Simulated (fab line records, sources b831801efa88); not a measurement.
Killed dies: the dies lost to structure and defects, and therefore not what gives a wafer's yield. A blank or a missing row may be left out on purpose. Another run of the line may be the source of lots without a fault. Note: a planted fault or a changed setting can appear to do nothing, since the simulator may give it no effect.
Which of the tools did it? -- flow gf180mcu -- 24 lots with 72 wafers sampled at 5 steps, on a route of 602 steps

## WHAT EACH GAUGE READ, for each wafer
GF_POLY_GATE_CD_MEAS_10 targets a cd of 280 nm.
lot,measured,on,cdNm (nm)
L075,day 9 13:56,cdSem-02,280.2 280.1 280.0
L074,day 9 15:48,cdSem-02,277.8 277.0 276.2
L076,day 9 22:46,cdSem-01,280.0 280.4 279.3
L077,day 10 06:02,cdSem-01,280.3 280.1 280.8
L078,day 10 06:07,cdSem-02,279.5 279.6 279.1
L079,day 10 14:47,cdSem-01,280.5 280.1 280.1
L080,day 10 22:07,cdSem-01,280.7 280.5 280.7
L081,day 11 06:43,cdSem-01,277.8 276.6 277.0
L082,day 11 10:24,cdSem-01,281.1 281.5 281.8
L083,day 11 15:37,cdSem-01,281.6 279.9 279.7
L084,day 11 23:11,cdSem-02,279.2 279.2 279.5
L085,day 12 08:38,cdSem-02,280.7 280.1 280.2
L086,day 12 09:45,cdSem-02,280.0 280.2 279.9
L087,day 13 04:52,cdSem-02,279.8 280.7 280.6
L088,day 13 10:54,cdSem-02,280.9 280.6 280.8
L089,day 13 20:07,cdSem-02,280.9 281.4 281.7
L090,day 13 22:50,cdSem-02,281.2 280.4 279.9
L091,day 14 22:02,cdSem-01,278.9 279.9 280.3
L092,day 15 07:39,cdSem-02,278.1 278.1 278.4
L093,day 15 08:00,cdSem-01,279.2 279.3 277.9
L095,day 15 20:17,cdSem-02,280.8 280.7 280.4
L094,day 15 23:48,cdSem-02,281.0 281.8 280.0
L096,day 16 13:10,cdSem-01,279.4 279.6 279.2
L097,day 16 16:34,cdSem-02,280.6 281.1 279.1

GF_HV_LDD_CD_MEAS_46 targets a cd of 400 nm.
lot,measured,on,cdNm (nm)
L075,day 12 19:42,cdSem-02,398.5 397.2 395.5
L074,day 12 22:54,cdSem-02,399.4 396.6 399.0
L076,day 13 06:00,cdSem-02,401.3 400.4 400.8
L077,day 13 13:19,cdSem-01,403.5 403.7 400.3
L078,day 13 13:59,cdSem-02,402.6 401.8 400.7
L079,day 14 00:13,cdSem-01,397.0 397.5 399.8
L080,day 14 05:34,cdSem-01,402.2 402.0 402.5
L081,day 14 15:55,cdSem-02,400.2 402.4 401.1
L082,day 14 21:59,cdSem-02,400.1 398.6 398.9
L083,day 15 05:04,cdSem-02,397.9 396.6 395.0
L084,day 15 14:10,cdSem-01,401.1 398.3 401.8
L085,day 15 22:05,cdSem-02,396.1 396.0 395.8
L086,day 15 22:22,cdSem-02,400.7 398.4 400.7
L087,day 16 20:48,cdSem-02,402.9 404.0 401.6
L088,day 17 02:47,cdSem-01,398.1 396.3 396.5
L089,day 17 12:52,cdSem-02,403.8 405.5 404.9
L090,day 17 19:14,cdSem-01,398.0 397.5 398.8
L091,day 18 19:38,cdSem-01,399.0 399.6 397.5
L092,day 19 05:12,cdSem-01,399.8 399.0 401.0
L093,day 19 06:29,cdSem-01,398.9 399.0 400.1
L095,day 19 19:51,cdSem-02,396.0 397.5 396.1
L094,day 20 01:42,cdSem-01,398.2 398.4 400.0
L096,day 20 12:08,cdSem-02,402.7 400.0 398.9
L097,day 20 17:05,cdSem-02,397.4 398.3 398.6

GF_V4_OVL_MEAS_15.
lot,measured,on,V4_OVL (nm)
L075,day 24 14:40,overlay-01,13 5 4
L074,day 24 20:15,overlay-02,-9 -13 -4
L076,day 25 04:43,overlay-01,0 0 -3
L077,day 25 11:57,overlay-01,-7 0 -5
L078,day 25 13:13,overlay-02,-6 4 2
L079,day 25 23:49,overlay-01,-4 -5 -3
L080,day 26 06:49,overlay-01,-5 3 0
L081,day 26 16:37,overlay-01,1 -3 5
L082,day 27 00:11,overlay-01,-7 -10 -7
L083,day 27 07:11,overlay-01,-17 -7 -13
L084,day 27 13:35,overlay-01,4 -9 -2
L085,day 27 22:38,overlay-02,1 1 -1
L086,day 27 23:19,overlay-02,-3 -8 -4
L087,day 28 21:28,overlay-02,2 -4 -4
L088,day 29 00:06,overlay-02,-2 -5 -2
L089,day 29 06:01,overlay-01,6 4 13
L090,day 29 11:22,overlay-02,-3 -2 -9
L091,day 30 08:41,overlay-02,8 -1 -10
L092,day 30 19:01,overlay-02,-9 -2 8
L093,day 30 18:15,overlay-01,-2 -7 7
L095,day 31 03:10,overlay-02,3 1 -4
L094,day 31 09:25,overlay-01,-6 -5 -2
L096,day 31 13:37,overlay-02,4 -4 3
L097,day 31 19:07,overlay-01,-1 -5 -6

## EACH LOT AND THE TOOL THAT RAN IT (in order: tool; ch and the chambers of the sampled wafers; start)
lot,GF_V2_ETCH_16,GF_M4_SPUTTER_02
L075,"rieDiel-01 ch 1,2,3, day 20 14:22","pvdSputter-03, day 22 16:32"
L074,"rieDiel-04 ch 0,1, day 20 18:06","pvdSputter-03, day 22 21:35"
L076,"rieDiel-03 ch 0,2,3, day 21 03:06","pvdSputter-03, day 23 06:35"
L077,"rieDiel-03 ch 0,2,3, day 21 12:10","pvdSputter-01, day 23 14:37"
L078,"rieDiel-01 ch 1,2, day 21 13:57","pvdSputter-04, day 23 16:12"
L079,"rieDiel-03 ch 0,3, day 22 01:25","pvdSputter-01, day 24 03:42"
L080,"rieDiel-04 ch 0,1, day 22 08:50","pvdSputter-01, day 24 10:22"
L081,"rieDiel-04 ch 0,2,3, day 22 18:40","pvdSputter-01, day 24 20:32"
L082,"rieDiel-03 ch 2,3, day 23 03:16","pvdSputter-01, day 25 04:34"
L083,"rieDiel-03 ch 0,1,3, day 23 10:35","pvdSputter-03, day 25 11:23"
L084,"rieDiel-04 ch 1,2, day 23 18:03","pvdSputter-04, day 25 18:19"
L085,"rieDiel-04 ch 1,2,3, day 24 03:29","pvdSputter-01, day 26 03:56"
L086,"rieDiel-03 ch 0,1,2, day 24 04:26","pvdSputter-04, day 26 04:17"
L087,"rieDiel-04 ch 0,1,3, day 25 03:54","pvdSputter-01, day 27 03:54"
L088,"rieDiel-01 ch 0,1,2, day 25 08:51","pvdSputter-01, day 27 07:13"
L089,"rieDiel-01 ch 0,1, day 25 14:48","pvdSputter-03, day 27 13:11"
L090,"rieDiel-04 ch 1,2, day 25 20:54","pvdSputter-04, day 27 18:28"
L091,"rieDiel-01 ch 0,1,3, day 26 20:37","pvdSputter-01, day 28 17:40"
L092,"rieDiel-03 ch 0,3, day 27 06:27","pvdSputter-01, day 29 03:17"
L093,"rieDiel-04 ch 0,1,3, day 27 07:08","pvdSputter-03, day 29 03:43"
L095,"rieDiel-03 ch 0,1,2, day 27 16:37","pvdSputter-04, day 29 12:30"
L094,"rieDiel-03 ch 1,2,3, day 28 01:22","pvdSputter-03, day 29 19:16"
L096,"rieDiel-04 ch 0,2, day 28 05:32","pvdSputter-04, day 30 01:05"
L097,"rieDiel-03 ch 0,1,2, day 28 10:44","pvdSputter-04, day 30 05:55"
- GF_V2_ETCH_16: etches BARC in N2/H2.
- GF_M4_SPUTTER_02: material AlCu, target thk 450 nm, time 23.9 s.

## WHAT THE TOOLS THEMSELVES READ (means of the sampled wafers that have a number; where no wafer has one, the mark that the record gives instead)
GF_V2_ETCH_16.
lot,tool,drypumpMotorCurrentA (A),oesProductAu (a.u.),throttleValvePct (%)
L075,rieDiel-01,5.7,0.857,13.227
L074,rieDiel-04,5.8,0.852,13.224
L076,rieDiel-03,5.1,0.853,13.238
L077,rieDiel-03,5.1,0.859,13.224
L078,rieDiel-01,6.2,0.853,13.227
L079,rieDiel-03,5.0,0.857,13.215
L080,rieDiel-04,5.8,0.853,13.227
L081,rieDiel-04,6.0,0.853,13.221
L082,rieDiel-03,5.2,0.852,13.222
L083,rieDiel-03,5.6,0.849,13.224
L084,rieDiel-04,5.8,0.855,13.227
L085,rieDiel-04,5.8,0.853,13.227
L086,rieDiel-03,5.7,0.854,13.221
L087,rieDiel-04,5.8,0.853,13.231
L088,rieDiel-01,5.9,0.853,13.229
L089,rieDiel-01,5.9,0.853,13.223
L090,rieDiel-04,5.6,0.861,13.226
L091,rieDiel-01,5.7,0.858,13.219
L092,rieDiel-03,5.0,0.859,13.223
L093,rieDiel-04,5.8,0.855,13.227
L095,rieDiel-03,5.6,0.856,13.232
L094,rieDiel-03,5.8,0.857,13.222
L096,rieDiel-04,5.9,0.850,13.224
L097,rieDiel-03,5.6,0.854,13.227

GF_M4_SPUTTER_02.
lot,tool,throttleValvePct (%)
L075,pvdSputter-03,29.3
L074,pvdSputter-03,30.1
L076,pvdSputter-03,29.3
L077,pvdSputter-01,30.5
L078,pvdSputter-04,29.2
L079,pvdSputter-01,32.6
L080,pvdSputter-01,31.9
L081,pvdSputter-01,31.8
L082,pvdSputter-01,31.1
L083,pvdSputter-03,29.2
L084,pvdSputter-04,29.9
L085,pvdSputter-01,31.6
L086,pvdSputter-04,29.8
L087,pvdSputter-01,31.2
L088,pvdSputter-01,31.4
L089,pvdSputter-03,28.9
L090,pvdSputter-04,28.7
L091,pvdSputter-01,30.4
L092,pvdSputter-01,30.8
L093,pvdSputter-03,30.2
L095,pvdSputter-04,28.5
L094,pvdSputter-03,28.1
L096,pvdSputter-04,29.6
L097,pvdSputter-04,29.5

## THE ANSWER, worked out from the rows above alone
Rule: usual is defined by the lots themselves. Put in order of their means at a reading, lots are off if they are a third of the lots or fewer, leave a main group of 4 or more, and stand apart from it by a gap of 3 or more times the standard deviation of the main group's means; of several such gaps the widest counts. Not used: any main group whose means are identical at the precision the tables above print for the reading. Also off: a lot with no number at a reading for which 4 or more lots have one. The other lots that the step has rows for count as sound. The gauges are gone through in route order, then the tools' own readings, and for those a lot's mean is taken as printed above. At the first step where some lot is off, the reading lying furthest off is the one used; lots without a number count as furthest.
None of the lots is off at any reading shown; this tells nothing.

## WHAT HAD BEEN PUT IN BY THE SIMULATOR
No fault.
